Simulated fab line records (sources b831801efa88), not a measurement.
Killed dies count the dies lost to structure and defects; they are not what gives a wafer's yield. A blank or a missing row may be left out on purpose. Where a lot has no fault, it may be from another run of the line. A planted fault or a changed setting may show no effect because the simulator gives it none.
Struck lot and sound lot, side by side + flow gf180mcu + 34 steps out of a route of 602
Sound: these wafers, L835.1, L835.3, L835.4. Wafers struck: L847.3, L847.4, L847.5. At the end, the cause is stated.
Order at every step that has rows: each side's tool, ch and its chambers, its first start. Under that, the readings that differ: sound wafers + struck wafers + difference of the means + sigmas: that difference in standard deviations of wafers without a fault.
alike: readings whose means differ by less than 2 such deviations, and words and numbers that are the same on both sides. not compared: withheld readings, readings that some wafer has no value for, bounds like >300 that may hide the same value, and numbers for which the record gives no deviation and whose values overlap.
The two part at a step that has a row with sigmas, a row that says differs or no value, or rows on one side only. Numbers that have no deviation but don't overlap get no sigmas and don't part them. A reading that every wafer of one side lacks parts them only if that side has two wafers or more.

first, 10 steps without rows for these wafers: GF_V1_ETCH_17 (etches SiO2 in C4F8/O2/Ar, stops on TiN, target depth 630 nm); GF_V1_STRIP_18 (strips in O2/N2); GF_V1_STRIP_19 (strips in post etch residue remover, time 1200 s); GF_V1_CLEAN_20 (cleans in DIW); GF_V1_SPUTTER_21 (material Ti, target thk 15 nm, time 80.02 s); GF_V1_SPUTTER_22 (material TiN, target thk 10 nm, time 40 s); GF_V1_CVD_23 (deposits W, target thk 350 nm, time 105.05 s); GF_V1_CMP_26 (polishes, stops on SiO2, t overpolish 15 s, target thk 0 nm); GF_M2_SPUTTER_00 (material Ti, target thk 37.5 nm, time 150 s); GF_M2_SPUTTER_01 (material TiN, target thk 30 nm, time 25 s).
GF_M2_SPUTTER_02: material AlCu, target thk 450 nm, time 23.9 s.
  sound: pvdSputter-02 at day 19 05:00; struck: pvdSputter-03 at day 23 13:09
  alike: throttleValvePct
then, 22 steps without rows for these wafers: GF_M2_SPUTTER_03 (material Ti, target thk 10 nm, time 6.7 s); GF_M2_SPUTTER_04 (material TiN, target thk 50 nm, time 40.58 s); GF_M2_DEHYDRATE_07 (time 60 s); GF_M2_HMDS_08 (prime time 60 s); GF_M2_COAT_09 (resist thk 1000 nm); GF_M2_SOFTBAKE_10 (time 60 s); GF_M2_EXPOSE_11 (exposes mask Metal2, target cd 280 nm); GF_M2_PEB_12 (peb time 90 s); GF_M2_DEVELOP_13 (develop time 60 s); GF_M2_METAL_ETCH_16 (etches the open film in Cl2/BCl3, stops on SiO2, target depth 750.8 nm, time 125.1 s); GF_M2_STRIP_17 (strips in O2/N2); GF_M2_STRIP_18 (strips in post etch residue remover, time 1200 s); GF_M2_CLEAN_19 (cleans in DIW); GF_V2_CVD_00 (deposits SiO2, target thk 600 nm, time 100 s); GF_V2_CVD_02 (deposits SiO2 from TEOS, target thk 850 nm, time 94.851 s); GF_V2_CMP_04 (polishes SiO2); GF_V2_DEHYDRATE_06 (time 60 s); GF_V2_HMDS_07 (prime time 60 s); GF_V2_COAT_08; GF_V2_COAT_09 (resist thk 1000 nm); GF_V2_SOFTBAKE_10 (time 60 s); GF_V2_EXPOSE_11 (exposes mask Via2, target cd 260 nm).
-- the record jumps here: 10 days lie between the struck wafers' starts before and after (it left off in module V2 and takes up again in module PASSIVATION, whose first step shown is number 602 of the route) --
GF_PASSIVATION_PROBE_99:
  rows exist in the record for the struck wafers here (prober-02, day 33 01:48), but not for the sound ones

== WHERE THEY PART ==
GF_PASSIVATION_PROBE_99 only, going by this record.

WHY: whatever the simulator had introduced
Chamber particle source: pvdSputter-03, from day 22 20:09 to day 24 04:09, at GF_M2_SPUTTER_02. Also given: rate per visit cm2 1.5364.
